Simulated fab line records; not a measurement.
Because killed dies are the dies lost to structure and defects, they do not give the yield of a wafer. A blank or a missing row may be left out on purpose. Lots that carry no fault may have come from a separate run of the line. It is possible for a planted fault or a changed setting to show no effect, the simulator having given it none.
Matching of chambers | flow gf180mcu | cmp-01 running GF_V4_CMP_04: 4 sister chambers
The step polishes SiO2. 8 wafers are shown with their chamber, then 11 later ones without.

WAFERS, EACH WITH ITS CHAMBER
wafer  | chamber | motorCurrentA (A) | timeToEndpointS (s)
L081.3 | 1       | 11.5              | 78
L086.4 | 1       | 11.5              | 85
L086.6 | 2       | 11.9              | 80
L087.1 | 2       | 12.6              | 76
L089.3 | 0       | 10.6              | 81
L089.4 | 3       | 10.4              | 89
L089.6 | 3       | 10.7              | 89
L090.3 | 0       | 11.3              | 77

WAFERS WHOSE CHAMBER IS MISSING
wafer  | motorCurrentA (A) | timeToEndpointS (s)
L090.5 | 11.6              | 89
L090.6 | 11.8              | 87
L092.1 | 13.1              | 76
L092.2 | 10.9              | 82
L092.3 | 11.3              | 78
L093.1 | 12.1              | 75
L093.2 | 11.5              | 84
L093.6 | 13.0              | 81
L097.1 | 11.1              | 77
L097.3 | 11.3              | 75
L097.4 | 11.2              | 78

THE CHAMBER EACH PASSED THROUGH
wafer  | from the rows above               | in truth
L090.5 | can't be placed: 1 or 3 or 0 or 2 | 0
L090.6 | can't be placed: 1 or 2 or 0 or 3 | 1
L092.1 | 2                                 | 2
L092.2 | can't be placed: 0 or 1 or 3      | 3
L092.3 | can't be placed: 0 or 1 or 2      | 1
L093.1 | can't be placed: 2 or 1           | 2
L093.2 | can't be placed: 1 or 0           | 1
L093.6 | can't be placed: 2 or 1           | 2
L097.1 | can't be placed: 0 or 1           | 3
L097.3 | can't be placed: 0 or 1 or 2      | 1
L097.4 | can't be placed: 0 or 1           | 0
1 of 11 placed correctly. Can't be placed from these rows: 10 (the true chamber is among the candidates in 9). Number placed wrongly: 0.
How it was worked out, from the rows above alone: a wafer's distance from a chamber is the root of the sum, over the readings, of the square of ((its reading less the chamber's mean) divided by the reading's scatter). The wafer belongs to the nearest chamber; if the next one is less than 2 further off, it can't be placed. A chamber's mean is the mean of its shown wafers. How the scatter is found: for the shown wafers, subtract from each reading the mean of its chamber, square and add these, divide the total by (wafers less chambers), then take the root.
